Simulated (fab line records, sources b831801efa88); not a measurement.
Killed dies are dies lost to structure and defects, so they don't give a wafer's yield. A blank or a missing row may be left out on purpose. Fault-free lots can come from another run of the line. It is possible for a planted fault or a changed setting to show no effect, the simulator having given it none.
Struck lot and sound lot, side by side ; flow sky130 ; 15 out of 708 route steps
Sound: wafers L441.1, L441.4, L441.6. Wafers struck: L448.1, L448.2, L448.3. The cause is given at the end.
Each step with rows lists, per side, the tool, then ch with its chambers, then its first start. Under that, the readings that differ: sound wafers ; struck wafers ; difference of the means ; sigmas: that difference in standard deviations of wafers without a fault.
alike: readings whose means differ by less than 2 such deviations, and words and numbers that are the same on both sides. not compared: withheld readings, readings that some wafer has no value for, bounds like >300 that may hide the same value, and numbers for which the record gives no deviation and whose values overlap.
Wherever a step has rows on one side only, a row that says differs or no value, or a row with sigmas, the two part there. Non-overlapping numbers with no deviation appear without sigmas and do not part them. Lack of a reading on every wafer of one side parts them only where that side has two or more wafers.

SKY_CONTACT_ETCH_17: etches SiO2 in C4F8/O2/Ar, stops on Si3N4, target depth 340 nm.
  sound on rieDiel-02 ch 1,2,3, day 32 21:17; struck on rieDiel-03 ch 0,1,2, day 34 19:38
  alike: oesProductAu
then, 1 step without rows for these wafers: SKY_CONTACT_ETCH_18 (etches Si3N4 in CHF3/O2, stops on TiN, time 39 s, target depth 75 nm).
SKY_CONTACT_STRIP_19: strips in O2/N2.
  sound on plasmaAsher-03 ch 0,1, day 32 21:23; struck on plasmaAsher-01 ch 0,1, day 34 19:43
  alike: drypumpMotorCurrentA, oesProductAu, stripTimeToEndpointS
  not compared: rfHoursCounterH
then, 3 steps without rows for these wafers: SKY_CONTACT_STRIP_20 (strips in post etch residue remover, time 1200 s); SKY_CONTACT_CLEAN_21 (cleans in IPA, time 180 s); SKY_CONTACT_CLEAN_22 (cleans in O3/DIW).
SKY_CONTACT_SPUTTER_23: material TiN, target thk 20 nm, time 80 s.
  sound on pvdSputter-01 at day 32 22:02; struck on pvdSputter-02 at day 34 20:19
reading;sound;struck;difference;sigmas
chamberPressurePa (Pa);4.977 4.999 4.982;5.017 5.009 4.994;+0.021;+2
  alike: throttleValvePct
then, 1 step without rows for these wafers: SKY_CONTACT_CVD_24 (deposits W, target thk 340 nm, time 102.12 s).
SKY_CONTACT_RS_MEAS_25: uses a four-point probe to measure.
  sound on filmMetro-03 at day 32 22:12; struck on filmMetro-03 at day 34 20:29
  alike: CONTACT_W_RS
SKY_CONTACT_THK_MEAS_26: measures by xrf.
  sound on filmMetro-03 at day 32 22:19; struck on filmMetro-03 at day 34 20:37
  alike: CONTACT_W_THK
then, 1 step without rows for these wafers: SKY_CONTACT_CMP_27 (polishes, stops on SiO2, t overpolish 15 s, target thk 0 nm).
SKY_METAL1_SPUTTER_00: material Ti, target thk 15 nm, time 10 s.
  sound on pvdSputter-04 at day 32 22:41; struck on pvdSputter-04 at day 34 20:58
  alike: chamberPressurePa, throttleValvePct
SKY_METAL1_SPUTTER_01: material TiN, target thk 20 nm, time 16.7 s.
  sound on pvdSputter-04 at day 32 22:42; struck on pvdSputter-04 at day 34 20:59
reading;sound;struck;difference;sigmas
chamberPressurePa (Pa);0.4005 0.3999 0.3977;0.4196 0.4185 0.4173;+0.0191;+25
  alike: throttleValvePct
SKY_METAL1_SPUTTER_02: material AlCu, target thk 250 nm, time 13.3 s.
  sound on pvdSputter-04 at day 32 22:44; struck on pvdSputter-04 at day 34 21:01
  alike: chamberPressurePa, throttleValvePct
-- the record jumps here: 13 days lie between the struck wafers' starts before and after (it left off in module METAL1 and takes up again in module PAD_OPEN, whose first step shown is number 708 of the route) --
SKY_PAD_OPEN_PROBE_99:
  sound on prober-02 at day 46 21:03; struck on prober-01 at day 48 05:36
  alike: defectLimitedYield, killed_at_M0_to_M3, killed_at_M4_up, killedAtContacts, killedAtFrontEnd, killedAtOther, killedDies, killedOpen, killedShort, sort_bin_3_pad_short, sort_bin_5_function, sort_bin_6_memory, sortNPass, sortYieldPct

## WHERE THEY PART
First at SKY_CONTACT_SPUTTER_23; last, within this record, at SKY_METAL1_SPUTTER_01. Later steps at which nothing parts them and some readings are alike: SKY_METAL1_SPUTTER_02, SKY_PAD_OPEN_PROBE_99.

WHY: what had been put in by the simulator
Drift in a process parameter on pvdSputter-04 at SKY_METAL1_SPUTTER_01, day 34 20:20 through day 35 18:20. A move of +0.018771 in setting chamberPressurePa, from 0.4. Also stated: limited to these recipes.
